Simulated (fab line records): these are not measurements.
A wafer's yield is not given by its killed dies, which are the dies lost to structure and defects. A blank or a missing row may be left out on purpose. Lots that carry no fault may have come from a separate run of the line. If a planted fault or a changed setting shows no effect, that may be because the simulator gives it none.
Which tool is to blame?    flow gf180mcu    Sampling: 11 lots, 33 wafers, 6 of 602 route steps

WHAT THE GAUGES READ, wafer by wafer
GF_V3_CD_MEAS_14 targets a cd of 260 nm. Usual: cd_nm 260.0 nm, standard deviation 1.2.
lot   measured      on         cd_nm (nm)         flag
L413  day 22 18:41  cd_sem-01  263.1 263.0 260.4  
L414  day 23 03:53  cd_sem-01  261.4 261.3 260.9  
L415  day 23 10:40  cd_sem-01  259.1 259.7 260.0  
L416  day 23 19:32  cd_sem-02  259.5 260.2 260.4  
L419  day 24 23:20  cd_sem-02  262.1 262.8 262.1  
L421  day 25 19:17  cd_sem-01  260.4 262.0 262.3  
L422  day 25 23:57  cd_sem-01  261.1 260.3 260.5  
L425  day 26 22:02  cd_sem-01  259.5 258.5 258.7  
L427  day 27 13:44  cd_sem-02  259.9 259.4 259.8  
L433  day 29 05:23  cd_sem-01  261.0 260.4 261.2  
L435  day 29 18:47  cd_sem-02  258.7 261.0 260.0  

GF_M4_RS_MEAS_05: measures by four-point-probe. Usual: for M4_ALCU_RS the level is 0.0694 ohm/sq and the standard deviation is 0.00073.
lot   measured      on             M4_ALCU_RS (ohm/sq)                        flag
L413  day 22 20:46  film_metro-02  0.0694 0.0692 0.0693                       
L414  day 23 05:37  film_metro-01  0.0703 0.0698 0.0705                       
L415  day 23 12:25  film_metro-04  0.0688 0.0699 0.0693                       
L416  day 23 21:32  film_metro-04  0.0691 0.0692 0.0696                       
L419  day 25 01:04  film_metro-02  0.0699 0.0696 0.0696                       
L421  day 25 21:04  film_metro-01  0.0692 0.0692 0.0692                       
L422  day 26 01:43  film_metro-04  0.0699 0.0699 0.0706                       
L425  day 26 23:46  film_metro-01  0.0614 0.0610 0.0615 0.0613 0.0611 0.0615  OFF
L427  day 27 15:28  film_metro-01  0.0602 0.0599 0.0603 0.0601 0.0598 0.0603  OFF
L433  day 29 07:07  film_metro-04  0.0691 0.0689 0.0688                       
L435  day 29 20:31  film_metro-04  0.0699 0.0699 0.0700                       

GF_M4_THK_MEAS_06: measures by xrf. Usual: for M4_ALCU_THK the level is 440 nm and the standard deviation is 4.8.
lot   measured      on             M4_ALCU_THK (nm)         flag
L413  day 22 20:53  film_metro-02  440 441 437              
L414  day 23 05:44  film_metro-01  438 440 436              
L415  day 23 12:32  film_metro-04  441 434 440              
L416  day 23 21:39  film_metro-04  441 440 438              
L419  day 25 01:10  film_metro-02  437 435 437              
L421  day 25 21:11  film_metro-01  442 439 440              
L422  day 26 01:49  film_metro-04  435 436 434              
L425  day 27 06:24  film_metro-01  501 501 499 499 501 500  OFF
L427  day 27 17:59  film_metro-01  510 509 508 507 512 509  OFF
L433  day 29 07:14  film_metro-04  441 445 444              
L435  day 29 20:38  film_metro-04  439 439 437              

WHAT TOOL EACH LOT RAN ON (gives the tool, then ch and the chambers of the sampled wafers, and finally the start)
lot   GF_V3_STRIP_18                        GF_V3_CMP_26                   GF_M4_SPUTTER_02
L413  plasma_asher-04 ch 0,1, day 22 18:59  cmp-01 ch 1,2,3, day 22 20:17  pvd_sputter-02, day 22 20:40
L414  plasma_asher-02 ch 0,1, day 23 04:10  cmp-02 ch 0,1,2, day 23 05:12  pvd_sputter-01, day 23 05:32
L415  plasma_asher-01 ch 0,1, day 23 10:56  cmp-01 ch 0,3, day 23 11:56    pvd_sputter-03, day 23 12:19
L416  plasma_asher-02 ch 0,1, day 23 19:49  cmp-02 ch 0,3, day 23 21:04    pvd_sputter-03, day 23 21:26
L419  plasma_asher-04 ch 0,1, day 24 23:37  cmp-01 ch 0,3, day 25 00:30    pvd_sputter-03, day 25 00:56
L421  plasma_asher-04 ch 0,1, day 25 19:36  cmp-02 ch 0,1,2, day 25 20:38  pvd_sputter-02, day 25 20:58
L422  plasma_asher-04 ch 0,1, day 26 00:13  cmp-02 ch 0,1,2, day 26 01:13  pvd_sputter-02, day 26 01:36
L425  plasma_asher-01 ch 0, day 26 22:19    cmp-01 ch 0,2,3, day 26 23:14  pvd_sputter-02, day 26 23:40
L427  plasma_asher-04 ch 0, day 27 14:01    cmp-01 ch 2,3, day 27 14:57    pvd_sputter-02, day 27 15:23
L433  plasma_asher-04 ch 0,1, day 29 05:40  cmp-02 ch 1,2,3, day 29 06:35  pvd_sputter-01, day 29 07:01
L435  plasma_asher-01 ch 0,1, day 29 19:04  cmp-01 ch 0,1,3, day 29 20:00  pvd_sputter-01, day 29 20:26
- GF_V3_STRIP_18: strips in O2/N2.
- GF_V3_CMP_26: polishes, stops on SiO2, t overpolish 15 s, target thk 0 nm.
- GF_M4_SPUTTER_02: material AlCu, target thk 450 nm, time 23.9 s.

WHAT THE TOOLS THEMSELVES READ (means of the sampled wafers that have a number; where no wafer has one, the mark that the record gives instead)
GF_V3_STRIP_18. Usual: drypump_motor_current_A 5.6 A, standard deviation 0.45; heater_power_w 316 W, standard deviation 38; oes_product_au 0.593 a.u., standard deviation 0.005.
lot   tool             drypump_motor_current_A (A)  heater_power_w (W)  oes_product_au (a.u.)  flag
L413  plasma_asher-04  5.9                          305                 0.594                  
L414  plasma_asher-02  5.7                          299                 0.591                  
L415  plasma_asher-01  5.2                          325                 0.591                  
L416  plasma_asher-02  5.5                          342                 0.590                  
L419  plasma_asher-04  6.0                          306                 0.596                  
L421  plasma_asher-04  5.9                          309                 0.598                  
L422  plasma_asher-04  6.0                          303                 0.595                  
L425  plasma_asher-01  5.5                          282                 0.590                  
L427  plasma_asher-04  6.3                          298                 0.587                  
L433  plasma_asher-04  5.6                          316                 0.594                  
L435  plasma_asher-01  5.2                          331                 0.593                  

GF_V3_CMP_26. Usual: motor_current_A 11.0 A, standard deviation 1.2; overpolish_run_s 15.000 s, standard deviation 0.0092; retaining_ring_pressure_frac 1.000, standard deviation 0.0048; time_to_endpoint_s 83 s, standard deviation 3.3.
lot   tool    motor_current_A (A)  overpolish_run_s (s)  retaining_ring_pressure_frac  time_to_endpoint_s (s)  flag
L413  cmp-01  10.7                 15.004                1.000                         80                      
L414  cmp-02  10.9                 14.986                0.997                         84                      
L415  cmp-01  10.0                 14.996                1.003                         84                      
L416  cmp-02  11.0                 15.004                0.997                         86                      
L419  cmp-01  10.0                 15.004                1.002                         85                      
L421  cmp-02  10.3                 15.007                1.000                         79                      
L422  cmp-02  10.9                 14.996                0.997                         77                      
L425  cmp-01  10.3                 15.002                1.001                         84                      
L427  cmp-01  11.0                 15.002                1.003                         82                      
L433  cmp-02  12.3                 15.011                0.997                         80                      
L435  cmp-01  10.3                 15.004                0.996                         89                      

GF_M4_SPUTTER_02. Usual: throttle_valve_pct 30.4 %, standard deviation 0.65.
lot   tool            throttle_valve_pct (%)  flag
L413  pvd_sputter-02  30.7                    
L414  pvd_sputter-01  30.1                    
L415  pvd_sputter-03  31.1                    
L416  pvd_sputter-03  31.1                    
L419  pvd_sputter-03  30.9                    
L421  pvd_sputter-02  30.3                    
L422  pvd_sputter-02  30.7                    
L425  pvd_sputter-02  30.6                    
L427  pvd_sputter-02  30.4                    
L433  pvd_sputter-01  29.6                    
L435  pvd_sputter-01  29.7                    

THE ANSWER, worked out from the rows above alone
Rule: a lot is off if the mean of its wafers that have a number lies more than 3 standard deviations from the usual mean. A lot without any number at a reading at which 4 lots or more have one is off too. Where the step has rows for the other lots, those lots are counted as sound. First the gauges in route order, then the tools' own readings, where a lot's mean is used as printed above. At the first step where some lot is off, the reading lying furthest off is the one used; lots without a number count as furthest.
Off: at GF_M4_RS_MEAS_05 (M4_ALCU_RS), L425, L427.
A tool fits if, at a process step before that reading, it ran every lot that is off, and no sound lot after the first of them. The gauges at GF_M4_RS_MEAS_05 are tried like those tools. Undecided on this evidence; 2 tools fit (pvd_sputter-02 at GF_M4_SPUTTER_02, film_metro-01 at GF_M4_RS_MEAS_05).

WHAT THE SIMULATOR HAD INSERTED
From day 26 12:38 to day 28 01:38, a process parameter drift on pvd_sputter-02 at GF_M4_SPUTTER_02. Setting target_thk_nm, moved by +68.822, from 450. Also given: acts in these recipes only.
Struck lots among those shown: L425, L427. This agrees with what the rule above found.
